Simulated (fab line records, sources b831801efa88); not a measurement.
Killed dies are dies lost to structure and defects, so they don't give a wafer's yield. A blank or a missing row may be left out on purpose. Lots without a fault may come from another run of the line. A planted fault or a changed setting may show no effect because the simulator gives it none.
Which tool is to blame? | flow sky130 | Sampling: 6 lots, 18 wafers, 2 of 708 route steps

== WHAT THE GAUGES READ, wafer by wafer ==
SKY_VIA3_OVL_MEAS_13.
lot  | measured     | on         | VIA3_OVL (nm)
L268 | day 40 21:12 | overlay-02 | -6 0 -8
L271 | day 41 21:46 | overlay-02 | -5 6 -6
L279 | day 43 19:37 | overlay-01 | 0 2 5
L284 | day 45 08:56 | overlay-02 | 0 4 0
L286 | day 45 17:47 | overlay-02 | 0 -4 -2
L288 | day 45 23:41 | overlay-02 | -2 -10 -11

== TOOL THAT RAN EACH LOT (tool first, then ch and the chambers of the sampled wafers, then the start) ==
lot  | SKY_VIA3_SOFTBAKE_08
L268 | litho_track-03 ch 0, day 40 08:00
L271 | litho_track-04 ch 0, day 41 09:00
L279 | litho_track-02 ch 0, day 43 07:00
L284 | litho_track-04 ch 0, day 44 21:00
L286 | litho_track-03 ch 0, day 45 06:00
L288 | litho_track-03 ch 0, day 45 12:00
- SKY_VIA3_SOFTBAKE_08: time 90 s.

== THE ANSWER, worked out from the rows above alone ==
Rule: the usual values come from the lots themselves. Put in order of their means at a reading, lots are off if they are a third of the lots or fewer, leave a main group of 4 or more, and stand apart from it by a gap of 3 or more times the standard deviation of the main group's means; of several such gaps the widest counts. A main group is skipped when, at the precision printed for the reading in the tables above, its means are all equal. A lot without any number at a reading at which 4 lots or more have one is off too. The other lots that the step has rows for count as sound.
Across all readings shown, no lot is off: no conclusion can be drawn from this.

== WHAT HAD BEEN PUT IN BY THE SIMULATOR ==
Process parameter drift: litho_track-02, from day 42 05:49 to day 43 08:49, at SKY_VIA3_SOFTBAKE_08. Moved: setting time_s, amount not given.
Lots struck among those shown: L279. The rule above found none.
